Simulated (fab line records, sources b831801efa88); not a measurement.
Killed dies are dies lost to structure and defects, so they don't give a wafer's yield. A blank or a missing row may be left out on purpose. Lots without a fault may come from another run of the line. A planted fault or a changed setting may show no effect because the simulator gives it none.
fab line records | flow sky130
record lots=15 wafers=45 last_day=50
route steps=708 shown NWELL@34 VT_ADJUST_HVTP@92 VT_ADJUST_NCORE@128 GATE_OXIDE@200
lots that met no fault: from a run of the same line without faults
start_h: hours from the record's first day to the start of the lot's first wafer shown | wait_h: hours since the lot's step before | " the same as in the row above | L1.1+2: a row that stands for several wafers | - no value, or no start given | * or withheld: withheld | < > ~ a bound
route shown NAME@n: a module of which the file shows steps, and the number in the route of the first | usual: mean/standard deviation of fault-free wafers | same: alike in all rows | chamber/n: place in a boat | sites: the reading at each site | _std_site: their standard deviation | _edge_site: outer sites' mean less inner sites' | radius_mm: how far each site lies from the wafer's centre | mask NAME#n: copy n | behind: the tool/chamber that last shaped the wafer | hold: why the lot was held/for how many hours/how that ended | device: the transistor (n, p or np) that didn't switch | end of line: the same wafers' tests at the end of the route | a step without rows: its recipe alone | killed: dies lost to structure and defects at the first sort, not the wafer's yield | map: a wafer's dies, x killed, . not, _ none there
set.NAME: the setting as run; set.NAME@STEP: as run at that earlier step | model.NAME: the simulator's own value behind a step, which no gauge read
steps of the route over a sample of lots; a table a step, a row a wafer
services: from which hour (start_h, from the record's first day; less than 0 if before it) a tool's chamber was out of use, for how many hours, and why
## steps
# step SKY_NWELL_THK_MEAS_02
# recipe reads=SiO2_of_NWELL_OXIDATION_01
# usual NWELL_OXIDATION_THK=10.00/0.17
# columns lot.wafer tool chamber start_h wait_h NWELL_OXIDATION_THK[nm]
L491.2 film_metro-03 - 39.22 0.0 10.03
L491.3 " - " " 10.11
L491.5 " - " " 9.98
L492.1 film_metro-02 - 45.22 0.0 10.12
L492.4 " - " " 10.13
L492.5 " - " " 10.15
L493.1 film_metro-01 - 52.06 0.0 9.89
L493.4 " - " " 9.89
L493.6 " - " " 10.04
L495.2 film_metro-01 - 67.06 0.0 9.93
L495.5 " - " " 9.99
L495.6 " - " " 9.96
L496.1 film_metro-02 - 71.29 0.0 9.69
L496.2 " - " " 9.74
L496.6 " - " " 9.83
L497.1 film_metro-01 - 75.35 0.0 10.11
L497.3 " - " " 10.01
L497.4 " - " " 9.99
L503.2 film_metro-01 - 98.36 0.0 9.92
L503.3 " - " " 9.92
L503.4 " - " " 9.87
L505.4 film_metro-01 - 107.90 0.0 9.98
L505.5 " - " " 9.94
L505.6 " - " " 9.94
L508.1 film_metro-03 - 123.46 0.0 10.24
L508.5 " - " " 10.21
L508.6 " - " " 10.08
L509.2 film_metro-03 - 131.58 0.0 9.83
L509.5 " - " " 9.82
L509.6 " - " " 9.95
L510.2 film_metro-02 - 138.09 0.0 9.80
L510.3 " - " " 9.91
L510.6 " - " " 9.73
L511.2 film_metro-02 - 144.71 0.0 10.08
L511.5 " - " " 10.12
L511.6 " - " " 10.14
L512.2 film_metro-01 - 149.02 0.0 9.72
L512.4 " - " " 9.96
L512.6 " - " " 9.84
L513.3 film_metro-02 - 153.09 0.0 9.85
L513.5 " - " " 10.01
L513.6 " - " " 10.10
L514.1 film_metro-02 - 156.88 0.0 10.52
L514.3 " - " " 10.46
L514.5 " - " " 10.44
# step SKY_VT_ADJUST_HVTP_CD_MEAS_07
# recipe target_cd_nm=380
# usual cd_nm=378.6/2.7
# columns lot.wafer tool chamber start_h wait_h cd_nm
L491.2 cd_sem-02 - 121.22 0.1 379.2
L491.3 " - " " 379.4
L491.5 " - " " 379.4
L492.1 cd_sem-01 - 129.73 0.1 378.3
L492.4 " - " " 374.5
L492.5 " - " " 377.2
L493.1 cd_sem-02 - 138.07 0.1 382.8
L493.4 " - " " 385.3
L493.6 " - " " 379.9
L495.2 cd_sem-01 - 155.40 0.1 378.6
L495.5 " - " " 380.6
L495.6 " - " " 381.0
L496.1 cd_sem-01 - 162.48 0.1 377.9
L496.2 " - " " 378.2
L496.6 " - " " 378.5
L497.1 cd_sem-01 - 165.58 0.1 373.8
L497.3 " - " " 373.7
L497.4 " - " " 373.6
L503.2 cd_sem-02 - 192.40 0.1 383.1
L503.3 " - " " 380.3
L503.4 " - " " 381.3
L505.4 cd_sem-01 - 203.09 0.1 380.0
L505.5 " - " " 380.4
L505.6 " - " " 380.3
L508.1 cd_sem-02 - 221.38 0.1 376.9
L508.5 " - " " 379.2
L508.6 " - " " 373.7
L509.2 cd_sem-02 - 232.59 0.1 377.1
L509.5 " - " " 373.8
L509.6 " - " " 373.8
L510.2 cd_sem-02 - 240.72 0.1 378.9
L510.3 " - " " 378.9
L510.6 " - " " 379.1
L511.2 cd_sem-01 - 247.34 0.1 376.9
L511.5 " - " " 378.7
L511.6 " - " " 376.9
L512.2 cd_sem-01 - 255.09 0.1 380.8
L512.4 " - " " 380.6
L512.6 " - " " 382.5
L513.3 cd_sem-02 - 257.49 0.1 376.5
L513.5 " - " " 378.0
L513.6 " - " " 378.2
L514.1 cd_sem-01 - 264.42 0.1 382.4
L514.3 " - " " 382.5
L514.5 " - " " 380.7
# step SKY_VT_ADJUST_NCORE_IMPLANT_09
# recipe species=B energy_kev=10 dose_cm2=2.4e+12 tilt_deg=withheld
# usual dose_ions_cm2=2.3994e+12/2.9e+09 faraday_current_uA=13.55/0.26
# columns lot.wafer tool chamber start_h wait_h dose_ions_cm2 faraday_current_uA
L491.2 implanter-03 0 175.20 0.0 2.3931e+12 13.97
L491.3 " 0 " " 2.4004e+12 13.63
L491.5 " 0 " " 2.398e+12 13.36
L492.1 implanter-02 0 186.51 0.0 2.4019e+12 13.81
L492.4 " 0 " " 2.3987e+12 13.48
L492.5 " 0 " " 2.4005e+12 13.51
L493.1 implanter-04 0 196.63 0.0 2.3994e+12 13.83
L493.4 " 0 " " 2.4021e+12 13.66
L493.6 " 0 " " 2.4027e+12 13.84
L495.2 implanter-04 0 216.48 0.1 2.443e+11 1.33
L495.5 " 0 " " 2.444e+11 1.30
L495.6 " 0 " " 2.426e+11 1.35
L496.1 implanter-04 0 225.37 0.0 2.413e+11 1.32
L496.2 " 0 " " 2.411e+11 1.37
L496.6 " 0 " " 2.398e+11 1.36
L497.1 implanter-04 0 229.63 0.0 2.378e+11 1.34
L497.3 " 0 " " 2.383e+11 1.29
L497.4 " 0 " " 2.356e+11 1.31
L503.2 implanter-02 0 259.70 0.0 2.3998e+12 13.31
L503.3 " 0 " " 2.4016e+12 13.36
L503.4 " 0 " " 2.3988e+12 13.62
L505.4 implanter-03 0 272.63 0.1 2.4041e+12 13.57
L505.5 " 0 " " 2.4012e+12 13.64
L505.6 " 0 " " 2.3985e+12 14.04
L508.1 implanter-02 0 292.78 0.0 2.3992e+12 13.81
L508.5 " 0 " " 2.3967e+12 13.76
L508.6 " 0 " " 2.3956e+12 13.83
L509.2 implanter-04 0 305.48 0.0 2.4021e+12 13.70
L509.5 " 0 " " 2.4016e+12 13.15
L509.6 " 0 " " 2.4017e+12 14.05
L510.2 implanter-04 0 312.05 0.0 2.3937e+12 13.88
L510.3 " 0 " " 2.3958e+12 13.41
L510.6 " 0 " " 2.3977e+12 13.00
L511.2 implanter-04 0 321.15 0.0 2.3981e+12 13.43
L511.5 " 0 " " 2.3981e+12 13.46
L511.6 " 0 " " 2.4008e+12 13.57
L512.2 implanter-02 0 330.20 0.0 2.3993e+12 13.53
L512.4 " 0 " " 2.398e+12 13.91
L512.6 " 0 " " 2.4043e+12 13.45
L513.3 implanter-04 0 332.21 0.1 2.3991e+12 13.56
L513.5 " 0 " " 2.3998e+12 13.55
L513.6 " 0 " " 2.3992e+12 13.76
L514.1 implanter-04 0 339.15 0.0 2.3967e+12 13.87
L514.3 " 0 " " 2.393e+12 13.51
L514.5 " 0 " " 2.3968e+12 13.22
# step SKY_VT_ADJUST_NCORE_TW_MEAS_11
# usual VT_ADJUST_NCORE_TW=219.9/1.4
# columns lot.wafer tool chamber start_h wait_h VT_ADJUST_NCORE_TW
L491.2 film_metro-04 - 175.43 0.1 221.1
L491.3 " - " " 220.5
L491.5 " - " " 221.0
L492.1 film_metro-02 - 186.76 0.1 221.3
L492.4 " - " " 221.3
L492.5 " - " " 220.5
L493.1 film_metro-02 - 196.88 0.1 220.5
L493.4 " - " " 221.3
L493.6 " - " " 221.2
L495.2 film_metro-04 - 216.72 0.1 121.5
L495.5 " - " " 118.9
L495.6 " - " " 120.4
L496.1 film_metro-04 - 225.62 0.1 118.6
L496.2 " - " " 117.7
L496.6 " - " " 117.9
L497.1 film_metro-04 - 229.88 0.1 120.4
L497.3 " - " " 119.4
L497.4 " - " " 118.8
L503.2 film_metro-01 - 259.93 0.1 217.2
L503.3 " - " " 218.9
L503.4 " - " " 217.4
L505.4 film_metro-01 - 272.84 0.1 219.3
L505.5 " - " " 218.9
L505.6 " - " " 218.3
L508.1 film_metro-02 - 293.03 0.1 222.7
L508.5 " - " " 222.5
L508.6 " - " " 222.0
L509.2 film_metro-02 - 305.72 0.1 221.6
L509.5 " - " " 222.5
L509.6 " - " " 222.2
L510.2 film_metro-02 - 312.28 0.1 219.4
L510.3 " - " " 218.9
L510.6 " - " " 219.3
L511.2 film_metro-01 - 321.38 0.1 219.4
L511.5 " - " " 218.1
L511.6 " - " " 219.6
L512.2 film_metro-01 - 330.43 0.1 220.4
L512.4 " - " " 219.7
L512.6 " - " " 220.7
L513.3 film_metro-04 - 332.43 0.1 221.5
L513.5 " - " " 220.7
L513.6 " - " " 219.3
L514.1 film_metro-04 - 339.40 0.1 219.7
L514.3 " - " " 221.0
L514.5 " - " " 222.4
# step SKY_GATE_OXIDE_STRIP_13
# recipe chemistry=O2/N2 power_w=1400 pressure_mtorr=1500 platen_temp_c=withheld o2_flow_sccm=3000 n2_flow_sccm=300 overash_fraction=0.5
# usual drypump_motor_current_A=5.8/0.45 oes_product_au=0.715/0.0046 strip_time_to_endpoint_s=14.16/0.038
# columns lot.wafer tool chamber start_h wait_h drypump_motor_current_A oes_product_au rf_hours_counter_h strip_time_to_endpoint_s
L491.2 plasma_asher-04 1 298.66 0.0 5.0 0.710 48 14.14
L491.3 " 0 " " 6.7 0.722 - 14.11
L491.5 " 1 " " 5.0 0.724 - 14.16
L492.1 plasma_asher-04 0 318.40 0.0 6.7 0.721 50 14.12
L492.4 " 1 " " 5.0 0.711 - 14.12
L492.5 " 1 " " 5.0 0.715 - 14.13
L493.1 plasma_asher-04 0 335.89 0.0 6.7 0.715 52 14.18
L493.4 " 1 " " 5.0 0.724 - 14.12
L493.6 " 0 " " 6.7 0.718 - 14.16
L496.1 plasma_asher-03 0 365.89 0.0 6.1 0.711 65 14.21
L496.2 " 1 " " 5.8 0.710 65 14.23
L496.6 " 0 " " 6.1 0.718 - 14.20
L495.2 plasma_asher-02 1 366.16 0.0 5.7 0.717 68 14.10
L495.5 " 1 " " 5.7 0.720 - 14.14
L495.6 " 0 " " 5.6 0.720 - 14.14
L497.1 plasma_asher-03 0 366.46 0.0 6.1 0.719 65 14.22
L497.3 " 1 " " 5.8 0.708 - 14.20
L497.4 " 0 " " 6.1 0.716 - 14.20
L503.2 plasma_asher-02 0 401.30 0.0 5.6 0.717 72 14.21
L503.3 " 1 " " 5.7 0.712 - 14.18
L503.4 " 0 " " 5.7 0.718 - 14.18
L505.4 plasma_asher-02 1 419.07 0.0 5.7 0.714 - 14.17
L505.5 " 1 " " 5.7 0.712 - 14.14
L505.6 " 0 " " 5.6 0.708 - 14.18
L508.1 plasma_asher-02 1 439.84 0.0 5.7 0.705 1 14.20
L508.5 " 1 " " 5.7 0.724 - 14.19
L508.6 " 0 " " 5.6 0.728 - 14.15
L509.2 plasma_asher-03 1 454.44 0.0 5.8 0.719 75 14.18
L509.5 " 0 " " 6.1 0.718 - 14.18
L509.6 " 1 " " 5.8 0.719 - 14.16
L510.2 plasma_asher-02 1 461.75 0.0 5.7 0.710 3 14.16
L510.3 " 1 " " 5.7 0.713 - 14.19
L510.6 " 0 " " 5.7 0.715 - 14.16
L511.2 plasma_asher-03 1 475.26 0.0 5.8 0.717 77 14.18
L511.5 " 0 " " 6.1 0.710 - 14.21
L511.6 " 1 " " 5.8 0.720 - 14.23
L512.2 plasma_asher-02 1 483.34 0.0 5.7 0.713 6 14.15
L512.4 " 0 " " 5.6 0.720 - 14.19
L512.6 " 1 " " 5.7 0.709 - 14.20
L513.3 plasma_asher-04 1 486.62 0.0 5.0 0.709 - 14.14
L513.5 " 1 " " 5.0 0.717 - 14.10
L513.6 " 0 " " 6.7 0.717 - 14.15
L514.1 plasma_asher-02 0 493.99 0.0 5.6 0.721 7 14.12
L514.3 " 1 " " 5.7 0.720 - 14.10
L514.5 " 0 " " 5.6 0.718 - 14.08
## services
# columns tool chamber start_h hours kind
implanter-02 - 155.68 3.0 pm
plasma_asher-02 - 157.39 2.8 pm
plasma_asher-02 - 162.48 1.5 repair
plasma_asher-02 - 171.59 9.2 repair
implanter-02 - 192.57 25.5 pm
implanter-04 - 218.72 1.7 repair
implanter-02 - 229.01 5.2 pm
implanter-04 - 236.87 34.9 repair
implanter-04 - 237.35 1.1 repair
implanter-04 - 271.80 12.9 pm
implanter-04 - 284.65 4.5 pm
plasma_asher-03 - 339.92 1.3 repair
implanter-04 - 349.35 1.7 repair
plasma_asher-04 - 351.18 33.7 pm
implanter-04 - 374.71 3.6 pm
plasma_asher-02 - 376.96 10.0 repair
plasma_asher-04 - 384.89 2.8 pm
plasma_asher-03 - 387.40 5.2 repair
plasma_asher-04 - 399.54 3.2 repair
plasma_asher-04 - 418.83 3.3 repair
plasma_asher-02 - 421.25 9.0 pm
implanter-04 - 432.24 45.5 pm
plasma_asher-03 - 464.08 0.7 repair
plasma_asher-04 - 467.01 15.6 pm
## key
first_sign step=SKY_VT_ADJUST_NCORE_IMPLANT_09 reading=dose_ions_cm2 direction=down sigmas=99+ usual=* struck=*
effect step=SKY_VT_ADJUST_NCORE_IMPLANT_09 reading=faraday_current_uA direction=down sigmas=46 usual=13.55 struck=1.33
effect step=SKY_VT_ADJUST_NCORE_TW_MEAS_11 reading=VT_ADJUST_NCORE_TW direction=down sigmas=73 usual=219.9 struck=119.3
met_at SKY_VT_ADJUST_NCORE_IMPLANT_09
struck_lots L495,L496,L497
sort_left_out L496.1,L496.2,L496.6
tester_left_out L495,L496,L497
not_acting_at SKY_NWELL_THK_MEAS_02,SKY_VT_ADJUST_HVTP_CD_MEAS_07,SKY_GATE_OXIDE_STRIP_13
onset_between 196.63 216.48
fault kind=process_parameter_drift tool=implanter-04 chamber=- onset_h=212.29 steps=SKY_VT_ADJUST_NCORE_IMPLANT_09 channel=dose_cm2 offset=* shape=step end_h=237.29 acts_in=* stated=*
# tester_left_out: of these lots the tester's yield and bins aren't shown, on N5 and GAA mostly nor the transistor test; their killed dies are dies lost to structure and defects alone, not to doping, threshold or leakage, so they don't give the yield
# sort_left_out: the simulated sort isn't trusted on such a fault, so these wafers' sort isn't shown, and their yield isn't known
